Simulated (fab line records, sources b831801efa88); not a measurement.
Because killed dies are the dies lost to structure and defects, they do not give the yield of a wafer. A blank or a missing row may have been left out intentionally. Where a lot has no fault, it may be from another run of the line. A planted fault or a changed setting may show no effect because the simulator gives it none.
Which tool did it? :: flow sky130 :: 29 wafers from 10 lots sampled at 6 of the route's 708 steps

== WHAT THE GAUGES READ, wafer by wafer ==
SKY_CAP2M_RS_MEAS_03: a four-point-probe measurement.
lot: L814
measured: day 39 19:29
on: film-metro-02
CAP2M_TIN_RS (ohm/sq): 7.01 7.04 7.04

lot: L816
measured: day 40 22:31
on: film-metro-01
CAP2M_TIN_RS (ohm/sq): 6.97 6.94 6.98

lot: L818
measured: day 41 12:07
on: film-metro-01
CAP2M_TIN_RS (ohm/sq): 6.87 6.98 6.97

lot: L819
measured: day 41 19:18
on: film-metro-02
CAP2M_TIN_RS (ohm/sq): 6.62 6.61

lot: L820
measured: day 42 09:31
on: film-metro-02
CAP2M_TIN_RS (ohm/sq): 6.90 6.85 6.90

lot: L821
measured: day 42 10:57
on: film-metro-01
CAP2M_TIN_RS (ohm/sq): 6.70 6.92 6.85

lot: L824
measured: day 43 04:32
on: film-metro-03
CAP2M_TIN_RS (ohm/sq): 6.65 6.66 6.61

lot: L834
measured: day 45 16:32
on: film-metro-03
CAP2M_TIN_RS (ohm/sq): 6.87 6.95 6.94

lot: L833
measured: day 45 20:43
on: film-metro-03
CAP2M_TIN_RS (ohm/sq): 6.98 6.92 6.88

lot: L835
measured: day 46 03:38
on: film-metro-02
CAP2M_TIN_RS (ohm/sq): 6.94 6.89 6.78

SKY_CAP2M_THK_MEAS_04: measures by xrf.
lot: L814
measured: day 39 19:36
on: film-metro-02
CAP2M_TIN_THK (nm): 198.8 197.5 198.0

lot: L816
measured: day 40 22:38
on: film-metro-01
CAP2M_TIN_THK (nm): 200.7 201.0 199.9

lot: L818
measured: day 41 12:13
on: film-metro-01
CAP2M_TIN_THK (nm): 203.7 199.8 201.1

lot: L819
measured: day 41 19:24
on: film-metro-02
CAP2M_TIN_THK (nm): 209.1 209.8

lot: L820
measured: day 42 09:38
on: film-metro-02
CAP2M_TIN_THK (nm): 200.8 200.5 200.3

lot: L821
measured: day 42 11:04
on: film-metro-01
CAP2M_TIN_THK (nm): 209.0 203.1 205.2

lot: L824
measured: day 43 04:40
on: film-metro-03
CAP2M_TIN_THK (nm): 211.0 210.2 211.1

lot: L834
measured: day 45 16:39
on: film-metro-03
CAP2M_TIN_THK (nm): 204.0 200.8 200.7

lot: L833
measured: day 45 20:50
on: film-metro-03
CAP2M_TIN_THK (nm): 199.8 200.4 202.2

lot: L835
measured: day 46 03:45
on: film-metro-02
CAP2M_TIN_THK (nm): 198.2 200.0 203.2

== WHAT TOOL EACH LOT RAN ON (gives the tool, then ch and the chambers of the sampled wafers, and finally the start) ==
lot: L814
SKY_VIA3_ETCH_15: rie-diel-03 ch 0,2,3, day 39 17:47
SKY_VIA3_SPUTTER_20: pvd-sputter-01, day 39 18:28
SKY_VIA3_CVD_21: cvd-w-02 ch 0,1, day 39 18:32
SKY_CAP2M_SPUTTER_02: pvd-sputter-02, day 39 19:22

lot: L816
SKY_VIA3_ETCH_15: rie-diel-03 ch 1,3, day 40 20:51
SKY_VIA3_SPUTTER_20: pvd-sputter-02, day 40 21:30
SKY_VIA3_CVD_21: cvd-w-02 ch 0,1, day 40 21:34
SKY_CAP2M_SPUTTER_02: pvd-sputter-02, day 40 22:24

lot: L818
SKY_VIA3_ETCH_15: rie-diel-02 ch 0,2, day 41 09:56
SKY_VIA3_SPUTTER_20: pvd-sputter-01, day 41 10:56
SKY_VIA3_CVD_21: cvd-w-01 ch 0,1, day 41 11:02
SKY_CAP2M_SPUTTER_02: pvd-sputter-01, day 41 11:58

lot: L819
SKY_VIA3_ETCH_15: rie-diel-02 ch 2,3, day 41 16:26
SKY_VIA3_SPUTTER_20: pvd-sputter-02, day 41 17:08
SKY_VIA3_CVD_21: cvd-w-01 ch 0,1, day 41 17:14
SKY_CAP2M_SPUTTER_02: pvd-sputter-02, day 41 19:09

lot: L820
SKY_VIA3_ETCH_15: rie-diel-02 ch 0,1, day 42 07:28
SKY_VIA3_SPUTTER_20: pvd-sputter-02, day 42 08:14
SKY_VIA3_CVD_21: cvd-w-01 ch 0,1, day 42 08:17
SKY_CAP2M_SPUTTER_02: pvd-sputter-01, day 42 09:24

lot: L821
SKY_VIA3_ETCH_15: rie-diel-03 ch 1,2,3, day 42 09:17
SKY_VIA3_SPUTTER_20: pvd-sputter-04, day 42 09:56
SKY_VIA3_CVD_21: cvd-w-02 ch 0,1, day 42 10:00
SKY_CAP2M_SPUTTER_02: pvd-sputter-01, day 42 10:50

lot: L824
SKY_VIA3_ETCH_15: rie-diel-02 ch 2,3, day 43 02:50
SKY_VIA3_SPUTTER_20: pvd-sputter-04, day 43 03:32
SKY_VIA3_CVD_21: cvd-w-02 ch 0,1, day 43 03:35
SKY_CAP2M_SPUTTER_02: pvd-sputter-02, day 43 04:26

lot: L834
SKY_VIA3_ETCH_15: rie-diel-02 ch 0,2,3, day 45 14:46
SKY_VIA3_SPUTTER_20: pvd-sputter-01, day 45 15:25
SKY_VIA3_CVD_21: cvd-w-01 ch 0,1, day 45 15:29
SKY_CAP2M_SPUTTER_02: pvd-sputter-02, day 45 16:25

lot: L833
SKY_VIA3_ETCH_15: rie-diel-02 ch 2,3, day 45 19:02
SKY_VIA3_SPUTTER_20: pvd-sputter-02, day 45 19:42
SKY_VIA3_CVD_21: cvd-w-02 ch 1, day 45 19:46
SKY_CAP2M_SPUTTER_02: pvd-sputter-01, day 45 20:36

lot: L835
SKY_VIA3_ETCH_15: rie-diel-01 ch 1,2,3, day 46 01:56
SKY_VIA3_SPUTTER_20: pvd-sputter-02, day 46 02:37
SKY_VIA3_CVD_21: cvd-w-02 ch 0,1, day 46 02:41
SKY_CAP2M_SPUTTER_02: pvd-sputter-02, day 46 03:31
- SKY_VIA3_ETCH_15: etches SiO2 in C4F8/O2/Ar, stops on TiN, target depth 507 nm, time 78 s.
- SKY_VIA3_SPUTTER_20: material TiN, target thk 20 nm, time 80 s.
- SKY_VIA3_CVD_21: deposits W, target thk 390 nm, time 117.31 s.
- SKY_CAP2M_SPUTTER_02: material TiN, target thk 200 nm, time 166.7 s.

== AS READ BY THE TOOLS THEMSELVES (means over the sampled wafers that have a number; for cases with no such wafer, the mark the record gives instead) ==
SKY_VIA3_ETCH_15.
lot: L814
tool: rie-diel-03
bias-w (W): 1201
oes-product-au (a.u.): 0.941

lot: L816
tool: rie-diel-03
bias-w (W): 1201
oes-product-au (a.u.): 0.945

lot: L818
tool: rie-diel-02
bias-w (W): 1200
oes-product-au (a.u.): 0.947

lot: L819
tool: rie-diel-02
bias-w (W): 1192
oes-product-au (a.u.): 0.948

lot: L820
tool: rie-diel-02
bias-w (W): 1201
oes-product-au (a.u.): 0.946

lot: L821
tool: rie-diel-03
bias-w (W): 1201
oes-product-au (a.u.): 0.944

lot: L824
tool: rie-diel-02
bias-w (W): 1203
oes-product-au (a.u.): 0.949

lot: L834
tool: rie-diel-02
bias-w (W): 1199
oes-product-au (a.u.): 0.942

lot: L833
tool: rie-diel-02
bias-w (W): 1203
oes-product-au (a.u.): 0.947

lot: L835
tool: rie-diel-01
bias-w (W): 1198
oes-product-au (a.u.): 0.950

SKY_VIA3_SPUTTER_20.
lot: L814
tool: pvd-sputter-01
throttle-valve-pct (%): 31.3

lot: L816
tool: pvd-sputter-02
throttle-valve-pct (%): 29.8

lot: L818
tool: pvd-sputter-01
throttle-valve-pct (%): 30.0

lot: L819
tool: pvd-sputter-02
throttle-valve-pct (%): 30.4

lot: L820
tool: pvd-sputter-02
throttle-valve-pct (%): 30.2

lot: L821
tool: pvd-sputter-04
throttle-valve-pct (%): 29.8

lot: L824
tool: pvd-sputter-04
throttle-valve-pct (%): 29.1

lot: L834
tool: pvd-sputter-01
throttle-valve-pct (%): 30.1

lot: L833
tool: pvd-sputter-02
throttle-valve-pct (%): 29.9

lot: L835
tool: pvd-sputter-02
throttle-valve-pct (%): 30.0

SKY_VIA3_CVD_21.
lot: L814
tool: cvd-w-02
heater-power-w (W): 933

lot: L816
tool: cvd-w-02
heater-power-w (W): 928

lot: L818
tool: cvd-w-01
heater-power-w (W): 806

lot: L819
tool: cvd-w-01
heater-power-w (W): 843

lot: L820
tool: cvd-w-01
heater-power-w (W): 835

lot: L821
tool: cvd-w-02
heater-power-w (W): 928

lot: L824
tool: cvd-w-02
heater-power-w (W): 928

lot: L834
tool: cvd-w-01
heater-power-w (W): 820

lot: L833
tool: cvd-w-02
heater-power-w (W): 957

lot: L835
tool: cvd-w-02
heater-power-w (W): 945

SKY_CAP2M_SPUTTER_02.
lot: L814
tool: pvd-sputter-02
throttle-valve-pct (%): 30.1

lot: L816
tool: pvd-sputter-02
throttle-valve-pct (%): 29.9

lot: L818
tool: pvd-sputter-01
throttle-valve-pct (%): 30.6

lot: L819
tool: pvd-sputter-02
throttle-valve-pct (%): 29.9

lot: L820
tool: pvd-sputter-01
throttle-valve-pct (%): 29.9

lot: L821
tool: pvd-sputter-01
throttle-valve-pct (%): 29.7

lot: L824
tool: pvd-sputter-02
throttle-valve-pct (%): 30.0

lot: L834
tool: pvd-sputter-02
throttle-valve-pct (%): 30.2

lot: L833
tool: pvd-sputter-01
throttle-valve-pct (%): 30.4

lot: L835
tool: pvd-sputter-02
throttle-valve-pct (%): 30.5

== THE ANSWER, worked out from the rows above alone ==
Rule: usual is defined by the lots themselves. The widest of any qualifying gaps counts: lots, ordered by their means at a reading, are off when they make up no more than a third of the lots, leave a main group of 4 or more, and stand apart from it by 3 or more times the standard deviation of that group's means. If all means in a main group match to the digits the tables above print for the reading, that group is not used. A lot without any number at a reading at which 4 lots or more have one is off too. All remaining lots with rows at the step are treated as sound. Order of review: gauges by route order, followed by the tools' own readings, for which a lot's mean as printed above is used. At the first step where some lot is off, the reading lying furthest off is the one used; lots without a number count as furthest.
Off: L819, L824, seen at SKY_CAP2M_RS_MEAS_03 (CAP2M_TIN_RS). For the main group the mean is 6.92 ohm/sq and the standard deviation 0.059.
If a tool, at a process step before that reading, ran all the lots that are off and no sound lot after the first of them, it fits. Gauges at SKY_CAP2M_RS_MEAS_03: tried the same way as those tools. Not one of the candidates tried fits.

== WHAT THE SIMULATOR HAD INSERTED ==
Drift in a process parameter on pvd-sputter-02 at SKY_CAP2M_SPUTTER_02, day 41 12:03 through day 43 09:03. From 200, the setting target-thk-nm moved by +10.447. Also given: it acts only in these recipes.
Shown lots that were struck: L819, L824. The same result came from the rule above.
